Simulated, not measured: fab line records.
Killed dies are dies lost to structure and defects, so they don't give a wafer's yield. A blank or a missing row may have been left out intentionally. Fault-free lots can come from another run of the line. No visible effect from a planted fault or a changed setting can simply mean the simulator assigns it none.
fab line records | flow sky130
[record] lots = 11 wafers = 32 last-day = 50
route steps=708 shown METAL3@565 VIA3@597 METAL4@632 VIA4@650 PAD_OPEN@708
lots untouched by any fault: they come from a run of this same line in which no faults occurred
start-h: hours from the record's first day to the start of the lot's first wafer shown | wait-h: hours from the lot's prior step to this one | " identical to the entry in the row above | L1.1+2: a row that stands for several wafers | - either no value or no given start | * or withheld: withheld | < > ~ a bound
route shown NAME@n: names a module that has steps shown in the file, with the first one's number in the route | usual: average and standard deviation across the fault-free wafers | same: alike in all rows | chamber/n: place in a boat | sites: per-site readings | _std_site: their standard deviation | _edge_site: outer sites' mean less inner sites' | radius-mm: for every site, how far away it sits from the centre of the wafer | mask NAME#n: copy n | behind: the last tool/chamber to shape the wafer | hold: cause of the lot's hold/its duration in hours/its outcome | device: whichever transistor did not switch (one of n, p or np) | end of line: tests of these same wafers at the route's end | where a step has no rows: the recipe by itself | killed: dies lost to structure and defects at the first sort, not the wafer's yield | map: dies across one wafer; x = killed, . = not, _ = none there
set.NAME: the setting as run; set.NAME@STEP: as run at that earlier step | model.NAME: the simulator's own value behind a step, which no gauge read
one table for each step of the route and one row for each wafer, over a sample of lots
services: from which hour (start-h, from the record's first day; less than 0 if before it) a tool's chamber was out of use, for how many hours, and why
[[steps]]
[step SKY_METAL3_DESCUM_15]
[recipe] chemistry = O2 source-power-w = 150 bias-power-w = 0 pressure-mtorr = 10 temp-c = 40 time-s = 8
[usual] drypump-motor-current-A = 5.36/0.28 oes-product-au = 0.999/0.016 temp-c = 40.00/0.12
// columns lot.wafer tool chamber start-h wait-h drypump-motor-current-A oes-product-au rf-hours-counter-h temp-c
L972.2 rie-metal-03 1 936.95 0.0 5.41 1.020 7 39.93
L972.3 " 1 " " 5.40 1.015 - 40.03
L972.5 " 0 " " 4.94 1.008 - 39.91
L974.1 rie-metal-03 0 942.55 0.0 4.93 1.000 2 40.14
L974.2 " 1 " " 5.42 1.015 8 39.91
L974.6 " 1 " " 5.41 1.010 - 39.95
L975.2 rie-metal-03 1 955.80 0.0 5.41 1.011 8 39.96
L975.3 " 0 " " 4.94 1.005 - 40.04
L975.5 " 1 " " 5.41 1.015 - 39.93
L980.4 rie-metal-02 1 986.06 0.0 5.79 1.009 - 40.20
L980.6 " 1 " " 5.81 1.000 - 40.22
L981.2 rie-metal-01 0 992.22 0.0 5.54 0.978 11 39.98
L981.5 " 1 " " 5.59 0.979 - 39.99
L981.6 " 0 " " 5.55 0.992 - 39.82
L982.3 rie-metal-02 0 997.23 0.0 5.14 0.989 - 40.05
L982.4 " 1 " " 5.79 1.008 - 40.01
L982.5 " 1 " " 5.79 1.008 - 40.07
L983.1 rie-metal-02 0 1004.67 0.0 5.16 0.998 12 40.01
L983.2 " 1 " " 5.78 1.010 6 39.93
L983.4 " 1 " " 5.79 1.006 - 39.97
L985.2 rie-metal-03 0 1020.70 0.0 4.94 1.004 6 39.80
L985.3 " 1 " " 5.41 1.022 - 39.85
L985.5 " 0 " " 4.94 1.019 - 40.04
L987.1 rie-metal-03 1 1027.52 0.0 5.42 1.019 13 39.71
L987.2 " 0 " " 4.94 1.006 7 39.98
L987.3 " 0 " " 4.95 1.003 - 40.00
L991.2 rie-metal-03 0 1055.60 0.0 4.91 1.006 8 40.07
L991.4 " 0 " " 4.92 1.003 - 39.88
L991.6 " 1 " " 5.41 1.028 - 40.03
L992.3 rie-metal-01 1 1060.21 0.0 5.59 0.970 - 39.98
L992.5 " 0 " " 5.55 0.986 - 40.28
L992.6 " 1 " " 5.60 0.973 - 39.98
[step SKY_VIA3_CMP_24]
[recipe] stop-on = SiO2 t-overpolish-s = 20 down-force-psi = 3.5 platen-rpm = 60 target-thk-nm = 0 pad-velocity-m-s = 0.94248
[usual] motor-current-A = 10.7/1.1 overpolish-run-s = 20.001/0.0082 platen-rpm = 60.00/0.045 retaining-ring-pressure-frac = 1.001/0.005 time-to-endpoint-s = 93/3.8
// columns lot.wafer tool chamber start-h wait-h motor-current-A overpolish-run-s platen-rpm retaining-ring-pressure-frac time-to-endpoint-s
L972.3 cmp-01 2 964.24 0.0 12.0 19.998 59.95 1.004 92
L972.2 " 1 " " 11.4 19.995 59.90 1.001 94
L972.5 " 2 " " 11.7 19.996 60.06 0.999 94
L974.2 cmp-01 3 970.38 0.1 11.8 19.992 59.92 1.002 99
L974.1 " 0 " " 9.5 20.013 59.94 0.996 96
L974.6 " 2 " " 11.0 19.988 60.01 0.997 88
L975.3 cmp-01 0 982.58 0.1 9.0 20.002 60.10 1.000 90
L975.2 " 1 " " 11.6 20.006 60.00 1.005 92
L975.5 " 1 " " 11.9 20.004 60.00 1.004 93
L980.4 cmp-02 0 1012.44 0.1 9.5 20.005 59.95 1.004 95
L980.6 " 3 " " 10.5 20.004 60.03 0.994 97
L981.2 cmp-01 1 1018.56 0.4 11.3 20.006 60.00 0.997 92
L981.5 " 2 " " 10.8 20.001 60.02 1.008 89
L981.6 " 3 " " 11.9 20.006 59.96 0.999 98
L982.4 cmp-02 0 1023.30 0.0 9.4 20.011 59.98 1.009 88
L982.3 " 1 " " 9.5 20.010 60.05 1.015 89
L982.5 " 0 " " 9.1 20.002 60.09 1.005 89
L983.1 cmp-01 1 1029.68 0.1 11.4 19.991 60.00 1.007 93
L983.4 " 2 " " 12.1 19.999 59.98 1.000 91
L983.2 " 3 " " 11.9 20.009 60.01 1.004 101
L985.2 cmp-01 1 1045.48 0.0 11.3 20.001 59.95 0.999 96
L985.3 " 2 " " 12.4 19.992 59.98 1.000 95
L985.5 " 2 " " 11.6 20.005 59.95 1.001 94
L987.2 cmp-02 2 1052.27 0.0 10.9 19.997 60.03 1.003 88
L987.1 " 3 " " 10.2 19.997 60.08 1.011 99
L987.3 " 1 " " 10.1 19.992 60.00 0.997 94
L991.4 cmp-01 1 1079.53 0.0 11.5 20.017 59.96 1.009 89
L991.2 " 3 " " 11.8 20.002 60.02 0.997 100
L991.6 " 1 " " 11.4 19.994 59.99 1.003 93
L992.3 cmp-02 0 1083.49 0.1 9.6 20.013 60.00 1.000 92
L992.5 " 2 " " 11.2 20.012 59.91 1.002 89
L992.6 " 3 " " 10.0 20.008 59.98 0.995 95
[step SKY_METAL4_ETCH_16]
[recipe] chemistry = N2/H2 target = BARC ion-energy-ev = 200 bias-w = 100 pressure-mtorr = 30 n2-flow-sccm = 100 h2-flow-sccm = 200 icp-w = 500 stop-on = SiO2 time-s = 88.2 target-depth-a = 600
[usual] drypump-motor-current-A = 5.9/0.56 oes-product-au = 0.625/0.0046 run-length-s = 116.7/0.67 throttle-valve-pct = 13.205/0.0089
// columns lot.wafer tool chamber start-h wait-h drypump-motor-current-A oes-product-au rf-hours-counter-h run-length-s throttle-valve-pct
L972.2 rie-metal-04 0 1012.18 0.0 6.5 0.627 3 116.5 13.204
L972.3 " 1 " " 6.1 0.627 - 116.1 13.225
L972.5 " 0 " " 6.5 0.618 - 117.0 13.207
L974.1 rie-metal-04 1 1017.63 0.0 6.0 0.627 17 116.7 13.206
L974.2 " 0 " " 6.5 0.624 3 116.7 13.211
L974.6 " 1 " " 6.1 0.615 - 116.4 13.195
L975.2 rie-metal-04 1 1029.73 0.0 6.0 0.623 17 117.0 13.194
L975.3 " 1 " " 6.0 0.629 - 116.2 13.198
L975.5 " 1 " " 6.0 0.616 - 116.1 13.197
L980.4 rie-metal-04 0 1058.40 0.0 6.6 0.955 - 82.1 13.221
L980.6 " 0 " " 6.6 0.958 - 81.8 13.237
L981.2 rie-metal-04 0 1063.83 0.0 6.5 0.944 6 81.8 13.234
L981.5 " 0 " " 6.6 0.962 - 82.1 13.228
L981.6 " 1 " " 6.0 0.958 - 81.6 13.231
L982.3 rie-metal-03 0 1068.64 0.1 4.9 0.621 - 119.7 13.209
L982.4 " 1 " " 5.4 0.617 - 119.2 13.206
L982.5 " 1 " " 5.4 0.621 - 119.4 13.205
L983.1 rie-metal-04 1 1073.33 0.0 6.0 0.957 20 81.3 13.224
L983.2 " 0 " " 6.5 0.963 6 82.2 13.243
L983.4 " 0 " " 6.5 0.955 - 81.6 13.238
L985.2 rie-metal-02 1 1089.68 0.0 5.8 0.617 12 116.5 13.215
L985.3 " 1 " " 5.8 0.624 - 116.6 13.205
L985.5 " 0 " " 5.1 0.622 - 115.8 13.206
L987.1 rie-metal-03 1 1095.77 0.0 5.4 0.626 18 116.5 13.192
L987.2 " 0 " " 4.9 0.626 12 116.8 13.200
L987.3 " 1 " " 5.4 0.633 - 116.3 13.216
L991.2 rie-metal-03 1 1121.28 0.0 5.4 0.623 20 116.9 13.202
L991.4 " 0 " " 4.9 0.631 - 117.5 13.193
L991.6 " 1 " " 5.4 0.636 - 116.3 13.215
L992.3 rie-metal-03 0 1125.43 0.0 4.9 0.624 - 116.9 13.200
L992.5 " 0 " " 4.9 0.625 - 117.3 13.207
L992.6 " 1 " " 5.4 0.630 - 116.4 13.207
[step SKY_VIA4_OVL_MEAS_11]
[usual] VIA4_OVL = 0.0/1.3
// columns lot.wafer tool chamber start-h wait-h VIA4_OVL[nm]
L972.2 overlay-02 - 1036.20 0.1 0.4
L972.3 " - " " -2.3
L972.5 " - " " -0.9
L974.1 overlay-02 - 1041.71 0.1 0.9
L974.2 " - " " 1.3
L974.6 " - " " 1.6
L975.2 overlay-01 - 1053.55 0.1 1.1
L975.3 " - " " 2.8
L975.5 " - " " 0.4
L980.4 overlay-02 - 1080.83 0.1 1.6
L980.6 " - " " 0.8
L981.2 overlay-02 - 1086.50 0.1 -0.9
L981.5 " - " " -2.5
L981.6 " - " " -0.7
L982.3 overlay-02 - 1090.81 0.1 0.1
L982.4 " - " " -0.1
L982.5 " - " " -0.8
L983.1 overlay-02 - 1095.61 0.1 -1.8
L983.2 " - " " -0.7
L983.4 " - " " -0.4
L985.2 overlay-01 - 1111.82 0.1 -1.6
L985.3 " - " " -0.1
L985.5 " - " " -1.3
L987.1 overlay-02 - 1116.94 0.1 -2.2
L987.2 " - " " -1.2
L987.3 " - " " -0.4
L991.2 overlay-01 - 1141.95 0.1 -1.5
L991.4 " - " " -1.4
L991.6 " - " " -3.1
L992.3 overlay-02 - 1145.51 0.1 1.0
L992.5 " - " " -0.1
L992.6 " - " " 1.9
[step SKY_PAD_OPEN_PROBE_99]
[usual] defect-limited-yield = 82.5/2.1 killed_at_M0_to_M3 = 44/7.3 killed_at_M4_up = 3.4/1.8 killed-at-contacts = 24/5.8 killed-at-front-end = 15/4.9 killed-at-other = 0.4/0.63 killed-dies = 86/11 killed-open = 47/8 killed-short = 39/6.5 sort_bin_3_pad_short = 0.9/0.38 sort_bin_5_function = 10.4/1.6 sort_bin_6_memory = 6.2/1.2 sort-n-pass = 406/11 sort-yield-pct = 82.5/2.1
[same] gross-dies = 492 killed-at-back-side = 0 sort_bin_4_leakage[%] = 0 sort_bin_8_speed[%] = 0
// columns lot.wafer tool chamber start-h wait-h defect-limited-yield[%] killed_at_M0_to_M3 killed_at_M4_up killed-at-contacts killed-at-front-end killed-at-other killed-dies killed-open killed-short sort_bin_3_pad_short[%] sort_bin_5_function[%] sort_bin_6_memory[%] sort-n-pass sort-yield-pct[%]
L972.2 prober-01 - 1105.10 0.1 86.0 32 2 22 13 0 69 36 33 0.4 8.5 5.1 423 86.0
L972.3 prober-01 - 1105.15 0.2 80.5 46 7 28 15 0 96 47 49 0.4 12.6 6.5 396 80.5
L972.5 prober-01 - 1105.25 0.2 82.1 47 1 24 16 0 88 47 40 1.2 9.3 7.3 404 82.1
L980.4 prober-02 - 1145.36 0.2 83.7 41 4 24 11 0 80 49 31 0.8 10.2 5.3 412 83.7
L980.6 prober-02 - 1145.46 0.2 81.9 37 4 28 19 1 89 53 36 0.4 12.2 5.5 403 81.9
L981.2 prober-01 - 1150.50 0.1 85.6 37 2 21 11 0 71 36 34 0.6 10.2 3.7 421 85.6
// killed by level:class
L972.2 VIA1:geometric-particle:open=7 POLY_GATE:geometric-particle:open=6 CONTACT:geometric-particle:short=6 CONTACT:geometric-particle:open=6 VIA3:geometric-particle:open=6 LI_CONTACT:geometric-particle:open=5 FIELD_ISO:geometric-particle:short=4 METAL2:geometric-particle:short=4
L972.3 CONTACT:geometric-particle:open=10 VIA1:geometric-particle:open=8 METAL2:geometric-particle:short=8 LI_CONTACT:geometric-particle:open=7 VIA2:geometric-particle:open=7 METAL4:geometric-particle:short=7 CONTACT:geometric-particle:short=5 METAL3:geometric-particle:short=5
L972.5 LI_CONTACT:geometric-particle:open=9 VIA1:geometric-particle:open=9 VIA2:geometric-particle:open=7 METAL1:geometric-particle:short=6 CONTACT:geometric-particle:open=6 METAL2:geometric-particle:short=5 FIELD_ISO:geometric-particle:open=4 POLY_GATE:geometric-particle:short=4
L980.4 CONTACT:geometric-particle:open=12 VIA1:geometric-particle:open=8 METAL2:geometric-particle:open=7 VIA2:geometric-particle:open=7 FIELD_ISO:geometric-particle:open=4 METAL1:geometric-particle:short=4 METAL2:geometric-particle:short=4 LOCAL_INTERCONNECT:geometric-particle:short=3
L980.6 CONTACT:geometric-particle:open=11 LI_CONTACT:geometric-particle:open=9 FIELD_ISO:geometric-particle:short=8 VIA1:geometric-particle:open=8 VIA2:geometric-particle:open=7 VIA3:geometric-particle:open=7 POLY_GATE:geometric-particle:open=4 LOCAL_INTERCONNECT:geometric-particle:short=4
L981.2 VIA1:geometric-particle:open=8 CONTACT:geometric-particle:open=6 VIA1:geometric-particle:short=6 VIA2:geometric-particle:open=6 LI_CONTACT:geometric-particle:open=5 METAL1:geometric-particle:short=5 POLY_GATE:geometric-particle:open=4 CONTACT:geometric-particle:short=4
[[services]]
// columns tool chamber start-h hours kind
cmp-01 - 913.57 4.0 pm
cmp-01 - 917.57 - consumable-replace:conditioner
cmp-01 - 917.57 - consumable-replace:pad
cmp-02 - 923.44 11.8 repair
rie-metal-04 0 932.49 - clean
rie-metal-04 0 932.49 22.7 scheduled-down
rie-metal-04 0 932.49 22.7 vent-cycle
cmp-02 - 967.84 20.3 repair
rie-metal-01 - 990.28 0.9 repair
cmp-01 - 992.94 3.9 pm
rie-metal-02 - 994.70 0.3 repair
rie-metal-01 - 1003.12 2.8 pm
rie-metal-01 - 1024.30 0.3 repair
rie-metal-01 1 1049.29 3.8 repair
cmp-02 - 1056.39 1.4 repair
rie-metal-02 - 1062.03 1.7 repair
rie-metal-01 1 1066.39 1.5 repair
rie-metal-02 - 1083.03 1.4 pm
cmp-02 - 1084.00 4.0 pm
cmp-02 - 1088.00 - consumable-replace:conditioner
rie-metal-03 - 1099.29 8.6 repair
cmp-02 - 1100.67 0.4 repair
rie-metal-02 0 1101.75 5.4 repair
cmp-02 - 1103.04 2.6 repair
[[key]]
[first-sign] step = SKY_METAL4_ETCH_16 reading = oes-product-au direction = up sigmas = 73 usual = 0.625 struck = 0.956
[effect] step = SKY_METAL4_ETCH_16 reading = run-length-s direction = down sigmas = 52 usual = * struck = *
met-at SKY_METAL4_ETCH_16
struck-lots L980,L981,L983
not-acting-at SKY_METAL3_DESCUM_15,SKY_VIA3_CMP_24,SKY_VIA4_OVL_MEAS_11
onset-between 1029.73 1058.40
[fault] kind = process-parameter-drift tool = rie-metal-04 chamber = - onset-h = 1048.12 steps = SKY_METAL4_ETCH_16 channel = time-s offset = * shape = step acts-in = * stated = *
